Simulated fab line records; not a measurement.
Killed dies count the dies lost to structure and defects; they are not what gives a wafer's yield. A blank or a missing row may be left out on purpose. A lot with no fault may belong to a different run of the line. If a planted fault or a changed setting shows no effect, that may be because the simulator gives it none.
Comparing a struck lot with a sound one + flow sky130 + 15 out of 708 route steps
Sound: wafers L727.2, L727.4, L727.6. The struck wafers were L729.3, L729.4, L729.5. Last of all comes the cause.
Order at every step that has rows: each side's tool, ch and its chambers, its first start. Under that, the readings that differ: sound wafers + struck wafers + difference of the means + sigmas: that difference in standard deviations of wafers without a fault.
alike: readings with means less than 2 such deviations apart, plus words and numbers identical on both sides. not compared: withheld readings, readings lacking a value on some wafer, bounds such as >300 that could conceal the same value, and numbers that have no deviation in the record and whose values overlap.
A row with sigmas, a row that says differs or no value, or rows on one side alone: a step with any of these is where the two part. When numbers do not overlap yet have no deviation, they are printed without sigmas and do not part them. A reading missing from all wafers of one side parts the sides only when that side holds two or more wafers.

SKY_METAL2_STRIP_20: strips in O2/N2.
  sound on plasma asher-02 ch 1, day 38 09:50; struck on plasma asher-02 ch 0,1, day 38 23:38
  alike: drypump motor current A, o2 flow sccm, oes product au, strip time to endpoint s
  not compared: rf hours counter h
then, 4 steps without rows for these wafers: SKY_METAL2_STRIP_21 (strips in post etch residue remover, time 1200 s); SKY_METAL2_CLEAN_22 (cleans in IPA, time 180 s); SKY_METAL2_CLEAN_23 (cleans in O3/DIW); SKY_VIA2_HDPCVD_00 (deposits SiO2, target thk 1180 nm, time 196.7 s).
SKY_VIA2_THK_MEAS_01:
  struck on film metro-03, day 39 00:26; sound on film metro-03, day 38 10:36
  alike: VIA2_HDPCVD_THK
SKY_VIA2_CMP_02: polishes SiO2.
  sound on cmp-02 ch 1,2, day 38 10:39; struck on cmp-02 ch 0,2,3, day 39 00:28
  alike: motor current A, slurry filter dp kPa
SKY_VIA2_BOW_MEAS_03:
  struck on film metro-01, day 39 00:49; sound on film metro-03, day 38 10:58
  alike: VIA2_BOW
then, 4 steps without rows for these wafers: SKY_VIA2_DEHYDRATE_04 (time 60 s); SKY_VIA2_HMDS_05 (prime time 60 s); SKY_VIA2_COAT_06 (resist thk 60 nm); SKY_VIA2_COAT_07 (resist thk 450 nm).
SKY_VIA2_SOFTBAKE_08: time 90 s.
  sound on litho track-01 ch 0, day 38 23:00; struck on litho track-01 ch 0, day 39 13:00
| reading                  | sound                | struck            | difference | sigmas      |
|--------------------------|----------------------|-------------------|------------|-------------|
| heater power total W (W) | 57.37 57.24 57.25    | 78.05 77.98 78.43 | +20.87     | +99 or more |
| run length s (s)         | 119.06 119.11 119.03 | 63.74 63.70 63.88 | -55.29     | -99 or more |
then, 1 step without rows for these wafers: SKY_VIA2_EXPOSE_09 (exposes mask VIM2, target cd 200 nm).
-- the record jumps here: 9 days lie between the struck wafers' starts before and after (it left off in module VIA2 and takes up again in module PAD_OPEN, whose first step shown is number 708 of the route) --
SKY_PAD_OPEN_PROBE_99:
  struck on prober-01, day 48 19:55; sound on prober-01, day 48 05:50
| reading             | sound    | struck   | difference | sigmas |
|---------------------|----------|----------|------------|--------|
| killed at front end | 22 32 18 | 15 13 13 | -10        | -2     |
  alike: defect limited yield, killed_at_M0_to_M3, killed_at_M4_up, killed at contacts, killed at other, killed dies, killed open, killed short, sort_bin_3_pad_short, sort_bin_5_function, sort_bin_6_memory, sort n pass, sort yield pct

WHERE THEY PART
Earliest at SKY_VIA2_SOFTBAKE_08; latest, in this record, at SKY_PAD_OPEN_PROBE_99.

WHY: what had been put in by the simulator
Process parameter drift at SKY_VIA2_SOFTBAKE_08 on litho track-01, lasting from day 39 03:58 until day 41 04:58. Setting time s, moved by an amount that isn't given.
